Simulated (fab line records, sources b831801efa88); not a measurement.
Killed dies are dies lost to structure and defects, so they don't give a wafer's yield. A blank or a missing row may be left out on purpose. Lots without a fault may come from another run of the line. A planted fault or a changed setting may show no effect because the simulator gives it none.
fab line records | flow gf180mcu
record lots=5 wafers=15 last_day=34
route steps=602 shown V4@491 MIM@503
lots that met no fault: from a run of the same line without faults
start_h: hours from the record's first day to the start of the lot's first wafer shown | wait_h: hours since the lot's step before | " the same as in the row above | L1.1+2: a row that stands for several wafers | - no value, or no start given | * or withheld: withheld | < > ~ a bound
route shown NAME@n: a module of which the file shows steps, and the number in the route of the first | usual: mean/standard deviation of fault-free wafers | same: alike in all rows | chamber/n: place in a boat | sites: the reading at each site | _std_site: their standard deviation | _edge_site: outer sites' mean less inner sites' | radius_mm: how far each site lies from the wafer's centre | mask NAME#n: copy n | behind: the tool/chamber that last shaped the wafer | hold: why the lot was held/for how many hours/how that ended | device: the transistor (n, p or np) that didn't switch | end of line: the same wafers' tests at the end of the route | a step without rows: its recipe alone | killed: dies lost to structure and defects at the first sort, not the wafer's yield | map: a wafer's dies, x killed, . not, _ none there
set.NAME: the setting as run; set.NAME@STEP: as run at that earlier step | model.NAME: the simulator's own value behind a step, which no gauge read
lots at some steps of the route; a table a step, a row a wafer
services: from which hour (start_h, from the record's first day; less than 0 if before it) a tool's chamber was out of use, for how many hours, and why
## steps
# step GF_V4_OVL_MEAS_15
# usual V4_OVL=3/5.5
# columns lot.wafer tool chamber start_h wait_h V4_OVL[nm]
L076.1 overlay-02 - 588.83 0.1 4
L076.3 " - " " 0
L076.6 " - " " 4
L080.1 overlay-02 - 627.75 0.1 7
L080.4 " - " " -8
L080.5 " - " " -2
L082.1 overlay-02 - 637.24 0.1 5
L082.3 " - " " 5
L082.4 " - " " 8
L085.3 overlay-02 - 656.80 0.1 -1
L085.4 " - " " 2
L085.6 " - " " 6
L094.2 overlay-01 - 715.59 0.1 0
L094.3 " - " " 15
L094.6 " - " " 4
# step GF_V4_ETCH_16
# recipe chemistry=N2/H2 target_depth_a=withheld overetch_a=withheld time_s=withheld target=BARC ion_energy_ev=200 source_w=500 bias_w=100 pressure_mtorr=30 n2_flow_sccm=100 h2_flow_sccm=200
# usual drypump_motor_current_A=5.8/0.37 oes_product_au=0.856/0.0044 throttle_valve_pct=13.226/0.0093
# columns lot.wafer tool chamber start_h wait_h drypump_motor_current_A oes_product_au throttle_valve_pct
L076.1 rie_diel-02 3 588.87 0.0 5.0 0.853 13.236
L076.3 " 2 " " 6.1 0.851 13.223
L076.6 " 3 " " 5.0 0.847 13.216
L080.1 rie_diel-04 1 627.78 0.0 5.8 0.860 13.240
L080.4 " 3 " " 5.3 0.853 13.221
L080.5 " 0 " " 6.3 0.852 13.220
L082.1 rie_diel-02 2 637.27 0.0 6.1 0.849 13.236
L082.3 " 1 " " 5.9 0.847 13.222
L082.4 " 3 " " 5.1 0.855 13.233
L085.3 rie_diel-04 2 656.82 0.0 5.8 0.858 13.236
L085.4 " 0 " " 6.3 0.855 13.227
L085.6 " 2 " " 5.7 0.864 13.216
L094.2 rie_diel-01 1 715.62 0.0 6.3 0.860 13.207
L094.3 " 3 " " 5.9 0.853 13.216
L094.6 " 2 " " 6.2 0.855 13.216
# step GF_V4_ETCH_17
# recipe chemistry=C4F8/O2/Ar mask_material=KrF target=SiO2 stop_on=TiN source_w=1500 bias_w=1200 pressure_mtorr=40 c4f8_flow_sccm=withheld O2_flow_sccm=6 Ar_flow_sccm=300 time_s=withheld target_depth_a=6300
# usual oes_product_au=0.857/0.0048
# columns lot.wafer tool chamber start_h wait_h oes_product_au
L076.1 rie_diel-02 3 - - 0.859
L076.3 " 2 " " 0.859
L076.6 " 3 " " 0.851
L080.1 rie_diel-04 1 - - 0.859
L080.4 " 3 " " 0.858
L080.5 " 0 " " 0.859
L082.1 rie_diel-02 2 - - 0.851
L082.3 " 1 " " 0.851
L082.4 " 3 " " 0.859
L085.3 rie_diel-04 2 - - 0.858
L085.4 " 0 " " 0.858
L085.6 " 2 " " 0.856
L094.2 rie_diel-01 1 - - 0.850
L094.3 " 3 " " 0.850
L094.6 " 2 " " 0.864
# step GF_V4_STRIP_18
# recipe chemistry=O2/N2 power_w=1400 pressure_mtorr=1500 platen_temp_c=250 o2_flow_sccm=3000 n2_flow_sccm=300 overash_fraction=0.5
# usual drypump_motor_current_A=6.0/0.44 heater_power_w=318/37 oes_product_au=0.593/0.0053 platen_temp_c=250.00/0.17
# columns lot.wafer tool chamber start_h wait_h drypump_motor_current_A heater_power_w oes_product_au platen_temp_c rf_hours_counter_h
L076.1 plasma_asher-01 1 589.00 - 5.6 358 0.595 250.33 13
L076.3 " 1 " " 5.7 354 0.596 249.99 -
L076.6 " 1 " " 5.7 357 0.594 250.16 -
L080.1 plasma_asher-01 0 627.91 - 5.5 294 0.586 250.16 17
L080.4 " 0 " " 5.5 291 0.591 250.03 -
L080.5 " 1 " " 5.7 363 0.601 249.92 -
L082.1 plasma_asher-02 1 637.40 - 6.5 284 0.597 249.99 91
L082.3 " 1 " " 6.6 286 0.592 250.09 -
L082.4 " 0 " " 6.3 364 0.594 249.74 -
L085.3 plasma_asher-01 1 656.99 - 5.7 367 0.586 249.60 -
L085.4 " 0 " " 5.5 289 0.596 250.19 -
L085.6 " 0 " " 5.5 284 0.583 250.02 -
L094.2 plasma_asher-01 1 715.75 - 5.7 368 0.596 249.82 27
L094.3 " 0 " " 5.5 289 0.595 249.65 -
L094.6 " 0 " " 5.5 288 0.584 249.97 -
# step GF_V4_STRIP_19
# recipe chemistry=post_etch_residue_remover time_s=1200 temp_c=72.5
# same time_s=1200
# columns lot.wafer tool chamber start_h wait_h
L076.1+3+6 wet_bench-02 1 589.10 0.1
L080.1+4+5 wet_bench-02 2 628.01 0.1
L082.1+3+4 wet_bench-03 2 637.50 0.1
L085.3+4+6 wet_bench-02 2 657.05 0.0
L094.2+3+6 wet_bench-03 1 715.85 0.1
# step GF_V4_CLEAN_20
# recipe chemistry=DIW dry=n2_spin
# columns lot.wafer tool chamber start_h wait_h
L076.1+3+6 wet_bench-03 0 589.44 0.0
L080.1+4+5 wet_bench-01 0 628.35 0.0
L082.1+3+4 wet_bench-02 3 637.88 0.0
L085.3+4+6 wet_bench-03 3 657.40 0.0
L094.2+3+6 wet_bench-02 2 716.22 0.0
# step GF_V4_SPUTTER_21
# recipe material=Ti target_thk_nm=15 chamber_pressure_pa=5 power_w=2500 substrate_temp_c=200 time_s=80.02
# usual throttle_valve_pct=30.0/0.7
# same time_s=80.02
# columns lot.wafer tool chamber start_h wait_h throttle_valve_pct
L076.1 pvd_sputter-01 - 589.53 0.0 30.0
L076.3 " - " " 30.0
L076.6 " - " " 29.9
L080.1 pvd_sputter-03 - 628.45 0.0 30.3
L080.4 " - " " 29.8
L080.5 " - " " 30.6
L082.1 pvd_sputter-01 - 637.97 0.0 30.1
L082.3 " - " " 30.4
L082.4 " - " " 30.0
L085.3 pvd_sputter-03 - 657.60 0.0 30.5
L085.4 " - " " 29.6
L085.6 " - " " 30.5
L094.2 pvd_sputter-01 - 716.31 0.0 30.2
L094.3 " - " " 30.2
L094.6 " - " " 30.0
# step GF_V4_SPUTTER_22
# recipe material=TiN target_thk_nm=10 chamber_pressure_pa=5 power_w=4000 time_s=40
# usual throttle_valve_pct=30.0/0.69
# same time_s=40
# columns lot.wafer tool chamber start_h wait_h throttle_valve_pct
L076.1 pvd_sputter-01 - 589.59 0.0 30.1
L076.3 " - " " 30.1
L076.6 " - " " 30.1
L080.1 pvd_sputter-03 - 628.51 0.0 30.4
L080.4 " - " " 29.7
L080.5 " - " " 30.7
L082.1 pvd_sputter-01 - 638.03 0.0 29.9
L082.3 " - " " 30.1
L082.4 " - " " 30.3
L085.3 pvd_sputter-03 - 657.66 0.0 30.4
L085.4 " - " " 29.9
L085.6 " - " " 30.3
L094.2 pvd_sputter-01 - 716.37 0.0 30.3
L094.3 " - " " 29.9
L094.6 " - " " 30.0
# step GF_V4_CVD_23
# recipe material=W target_thk_nm=350 time_s=104.9 temp_c=400 pressure_torr=40
# usual heater_power_w=806/62 susceptor_temp_C=400.02/0.23
# same time_s=104.9
# columns lot.wafer tool chamber start_h wait_h heater_power_w susceptor_temp_C
L076.1 cvd_w-01 1 589.63 0.0 800 400.39
L076.3 " 0 " " 745 400.09
L076.6 " 0 " " 746 400.23
L080.1 cvd_w-01 0 628.55 0.0 745 399.98
L080.4 " 0 " " 751 399.96
L080.5 " 1 " " 790 399.91
L082.1 cvd_w-02 1 638.07 0.0 786 400.19
L082.3 " 1 " " 782 399.96
L082.4 " 0 " " 906 399.92
L085.3 cvd_w-01 0 657.73 0.1 747 400.06
L085.4 " 1 " " 777 400.09
L085.6 " 0 " " 752 400.14
L094.2 cvd_w-02 0 716.41 0.0 951 399.91
L094.3 " 0 " " 921 399.80
L094.6 " 1 " " 800 400.07
# step GF_V4_RS_MEAS_24
# recipe thk_meas_gauge=four-point-probe reads=W_of_V4_CVD_23+TiN_of_V4_SPUTTER_22+Ti_of_V4_SPUTTER_21
# usual V4_W_RS=0.3293/0.0029
# columns lot.wafer tool chamber start_h wait_h V4_W_RS[ohm/sq]
L076.1 film_metro-03 - 589.74 0.1 0.3294
L076.3 " - " " 0.3298
L076.6 " - " " 0.3265
L080.1 film_metro-01 - 628.67 0.1 0.3325
L080.4 " - " " 0.3330
L080.5 " - " " 0.3290
L082.1 film_metro-04 - 638.18 0.1 0.3263
L082.3 " - " " 0.3279
L082.4 " - " " 0.3216
L085.3 film_metro-03 - 657.86 0.1 0.3332
L085.4 " - " " 0.3269
L085.6 " - " " 0.3312
L094.2 film_metro-01 - 716.54 0.1 0.3274
L094.3 " - " " 0.3237
L094.6 " - " " 0.3279
# step GF_V4_THK_MEAS_25
# recipe thk_meas_gauge=xrf reads=W_of_V4_CVD_23
# usual V4_W_THK=358/4.3
# columns lot.wafer tool chamber start_h wait_h V4_W_THK[nm]
L076.1 film_metro-03 - 589.86 0.1 355
L076.3 " - " " 353
L076.6 " - " " 357
L080.1 film_metro-01 - 628.79 0.1 355
L080.4 " - " " 354
L080.5 " - " " 360
L082.1 film_metro-04 - 638.30 0.1 360
L082.3 " - " " 359
L082.4 " - " " 366
L085.3 film_metro-03 - 657.96 0.1 353
L085.4 " - " " 360
L085.6 " - " " 356
L094.2 film_metro-01 - 716.65 0.1 357
L094.3 " - " " 366
L094.6 " - " " 360
# step GF_V4_CMP_26
# recipe stop_on=SiO2 down_force_psi=3.5 platen_rpm=60 t_overpolish_s=15 target_thk_nm=0 pad_velocity_m_s=0.94248
# usual edge_zone_pressure_frac=1.000/0.0046 motor_current_A=10.7/1.1 overpolish_run_s=15.001/0.0084 slurry_filter_dp_kPa=13.51/0.14 time_to_endpoint_s=85/4.5
# columns lot.wafer tool chamber start_h wait_h edge_zone_pressure_frac motor_current_A overpolish_run_s slurry_filter_dp_kPa time_to_endpoint_s
L076.1 cmp-01 0 589.97 0.1 0.993 11.5 15.007 13.54 88
L076.3 " 2 " " 1.001 9.4 14.994 13.46 82
L076.6 " 3 " " 1.002 10.5 15.003 13.55 86
L080.1 cmp-01 0 628.85 0.1 0.999 11.8 15.002 13.56 87
L080.4 " 3 " " 0.994 10.3 15.000 13.47 84
L080.5 " 0 " " 1.004 12.1 15.004 13.44 90
L082.1 cmp-01 0 638.38 0.1 1.003 11.6 15.004 13.47 88
L082.3 " 2 " " 1.004 9.1 15.006 13.49 82
L082.4 " 3 " " 1.000 11.0 14.984 13.57 85
L085.3 cmp-02 2 658.22 0.2 1.004 10.4 15.008 13.61 89
L085.4 " 3 " " 1.003 11.4 14.994 13.66 87
L085.6 " 1 " " 0.997 12.3 14.991 13.51 86
L094.2 cmp-01 1 716.80 0.1 0.986 11.3 14.993 13.50 82
L094.3 " 2 " " 0.998 9.5 14.994 13.44 83
L094.6 " 0 " " 1.001 11.8 15.013 13.70 86
# step GF_MIM_SPUTTER_00
# recipe material=Ti target_thk_nm=37.5 arriving_ion_energy_ev=80 substrate_temp_c=200 chamber_pressure_pa=2 power_w=4000 time_s=150
# usual throttle_valve_pct=29.5/1.1
# same time_s=150
# columns lot.wafer tool chamber start_h wait_h throttle_valve_pct
L076.1 pvd_sputter-04 - 590.22 0.2 30.1
L076.3 " - " " 28.6
L076.6 " - " " 28.7
L080.1 pvd_sputter-01 - 629.15 0.2 29.7
L080.4 " - " " 30.0
L080.5 " - " " 30.5
L082.1 pvd_sputter-02 - 638.68 0.2 29.3
L082.3 " - " " 28.9
L082.4 " - " " 28.8
L085.3 pvd_sputter-04 - 658.42 0.1 28.6
L085.4 " - " " 27.5
L085.6 " - " " 28.7
L094.2 pvd_sputter-02 - 717.00 0.1 29.1
L094.3 " - " " 29.3
L094.6 " - " " 28.9
# step GF_MIM_SPUTTER_01
# recipe material=TiN target_thk_nm=30 power_w=6500 time_s=25 chamber_pressure_pa=0.4
# usual throttle_valve_pct=29.5/1.1
# same time_s=25
# columns lot.wafer tool chamber start_h wait_h throttle_valve_pct
L076.1 pvd_sputter-04 - 590.32 0.1 30.1
L076.3 " - " " 28.6
L076.6 " - " " 28.2
L080.1 pvd_sputter-01 - 629.25 0.1 30.1
L080.4 " - " " 30.0
L080.5 " - " " 30.4
L082.1 pvd_sputter-02 - 638.78 0.1 29.3
L082.3 " - " " 28.6
L082.4 " - " " 28.9
L085.3 pvd_sputter-04 - 658.52 0.1 28.4
L085.4 " - " " 27.6
L085.6 " - " " 28.7
L094.2 pvd_sputter-02 - 717.10 0.1 28.8
L094.3 " - " " 29.4
L094.6 " - " " 28.8
# step GF_MIM_SPUTTER_02
# recipe material=AlCu target_thk_nm=450 power_w=10600 time_s=23.9 chamber_pressure_pa=0.4
# usual throttle_valve_pct=29.5/1.1
# same time_s=23.9
# columns lot.wafer tool chamber start_h wait_h throttle_valve_pct
L076.1 pvd_sputter-04 - 590.35 0.0 30.3
L076.3 " - " " 28.7
L076.6 " - " " 28.4
L080.1 pvd_sputter-01 - 629.28 0.0 29.9
L080.4 " - " " 29.9
L080.5 " - " " 30.2
L082.1 pvd_sputter-02 - 638.81 0.0 29.1
L082.3 " - " " 29.0
L082.4 " - " " 29.2
L085.3 pvd_sputter-04 - 658.55 0.0 28.6
L085.4 " - " " 27.2
L085.6 " - " " 28.4
L094.2 pvd_sputter-02 - 717.13 0.0 28.8
L094.3 " - " " 29.3
L094.6 " - " " 28.8
# step GF_MIM_SPUTTER_03
# recipe material=Ti target_thk_nm=10 substrate_temp_c=300 chamber_pressure_pa=0.3 power_w=3000 time_s=6.7
# usual throttle_valve_pct=29.5/1
# same time_s=6.7
# columns lot.wafer tool chamber start_h wait_h throttle_valve_pct
L076.1 pvd_sputter-04 - 590.38 0.0 30.2
L076.3 " - " " 28.4
L076.6 " - " " 28.8
L080.1 pvd_sputter-01 - 629.31 0.0 29.7
L080.4 " - " " 30.1
L080.5 " - " " 30.6
L082.1 pvd_sputter-02 - 638.84 0.0 29.1
L082.3 " - " " 28.9
L082.4 " - " " 28.6
L085.3 pvd_sputter-04 - 658.58 0.0 28.7
L085.4 " - " " 27.4
L085.6 " - " " 28.6
L094.2 pvd_sputter-02 - 717.16 0.0 29.1
L094.3 " - " " 29.4
L094.6 " - " " 28.9
# step GF_MIM_SPUTTER_04
# recipe material=TiN target_thk_nm=50 power_w=6500 time_s=41.7 chamber_pressure_pa=0.4
# usual throttle_valve_pct=29.5/1.1
# same time_s=41.7
# columns lot.wafer tool chamber start_h wait_h throttle_valve_pct
L076.1 pvd_sputter-04 - 590.40 0.0 30.3
L076.3 " - " " 28.7
L076.6 " - " " 28.6
L080.1 pvd_sputter-01 - 629.33 0.0 30.0
L080.4 " - " " 30.3
L080.5 " - " " 30.4
L082.1 pvd_sputter-02 - 638.86 0.0 29.3
L082.3 " - " " 28.9
L082.4 " - " " 28.7
L085.3 pvd_sputter-04 - 658.60 0.0 28.5
L085.4 " - " " 27.0
L085.6 " - " " 28.4
L094.2 pvd_sputter-02 - 717.18 0.0 29.0
L094.3 " - " " 29.1
L094.6 " - " " 28.9
# step GF_MIM_CVD_05
# recipe material=Si3N4 target_thk_nm=42 temp_max_c=400 temp_c=385 time_s=29.086 rf_w=450
# usual heater_power_w=669/67 susceptor_temp_C=384.99/0.23
# same time_s=29.086
# columns lot.wafer tool chamber start_h wait_h heater_power_w susceptor_temp_C
L076.1 pecvd-02 0 590.44 0.0 621 384.80
L076.3 " 1 " " 797 384.84
L076.6 " 1 " " 812 385.08
L080.1 pecvd-02 2 629.37 0.0 650 384.93
L080.4 " 1 " " 788 385.04
L080.5 " 0 " " 669 384.87
L082.1 pecvd-02 2 638.90 0.0 646 385.01
L082.3 " 0 " " 632 384.72
L082.4 " 1 " " 705 384.65
L085.3 pecvd-03 0 658.64 0.0 682 384.82
L085.4 " 0 " " 695 384.76
L085.6 " 2 " " 725 385.44
L094.2 pecvd-01 2 717.22 0.0 576 385.09
L094.3 " 1 " " 633 384.88
L094.6 " 1 " " 633 384.85
# step GF_MIM_THK_MEAS_06
# recipe reads=Si3N4_of_MIM_CVD_05
# usual MIM_CVD_05_THK=42.1/0.55
# columns lot.wafer tool chamber start_h wait_h MIM_CVD_05_THK[nm]
L076.1 film_metro-03 - 590.48 0.0 41.2
L076.3 " - " " 41.3
L076.6 " - " " 42.1
L080.1 film_metro-02 - 629.40 0.0 41.3
L080.4 " - " " 42.2
L080.5 " - " " 42.5
L082.1 film_metro-04 - 638.93 0.0 41.2
L082.3 " - " " 42.3
L082.4 " - " " 42.2
L085.3 film_metro-04 - 658.69 0.0 42.2
L085.4 " - " " 42.5
L085.6 " - " " 42.4
L094.2 film_metro-03 - 717.27 0.0 41.7
L094.3 " - " " 41.7
L094.6 " - " " 42.6
# step GF_MIM_SPUTTER_07
# recipe material=TiN target_thk_nm=60 power_w=6500 time_s=50 chamber_pressure_pa=0.4
# usual throttle_valve_pct=29.5/1.1
# same time_s=50
# columns lot.wafer tool chamber start_h wait_h throttle_valve_pct
L076.1 pvd_sputter-02 - 590.54 0.1 28.5
L076.3 " - " " 28.0
L076.6 " - " " 29.0
L080.1 pvd_sputter-02 - 629.46 0.1 27.9
L080.4 " - " " 29.3
L080.5 " - " " 27.9
L082.1 pvd_sputter-01 - 638.99 0.1 30.1
L082.3 " - " " 30.1
L082.4 " - " " 30.1
L085.3 pvd_sputter-01 - 658.73 0.0 30.2
L085.4 " - " " 30.1
L085.6 " - " " 30.0
L094.2 pvd_sputter-01 - 717.32 0.0 30.1
L094.3 " - " " 30.2
L094.6 " - " " 30.2
## services
# columns tool chamber start_h hours kind
cmp-01 - 565.42 5.0 pm
pecvd-02 0 567.77 4.5 repair
cmp-01 - 572.00 4.0 pm
cvd_w-01 0 601.41 3.9 repair
pecvd-01 1 604.15 22.6 repair
pvd_sputter-01 - 605.67 3.7 repair
cmp-02 - 606.60 0.5 repair
rie_diel-01 3 611.54 7.9 repair
pvd_sputter-02 3 620.79 - consumable_replace:kit
pvd_sputter-02 3 620.79 18.0 scheduled_down
cmp-02 - 633.65 8.4 pm
wet_bench-01 - 633.81 37.3 pm
rie_diel-04 - 639.81 14.6 pm
cmp-01 - 642.03 4.3 pm
plasma_asher-02 - 646.06 0.6 repair
rie_diel-01 0 650.69 8.6 repair
pecvd-01 2 652.68 12.5 repair
rie_diel-01 1 660.50 6.0 repair
rie_diel-02 3 666.29 6.8 repair
pvd_sputter-03 - 673.17 1.8 repair
cvd_w-02 - 676.93 1.5 repair
wet_bench-02 - 685.14 1.3 repair
cmp-02 - 702.25 2.4 repair
pecvd-02 - 711.84 0.3 repair
## key
fault none
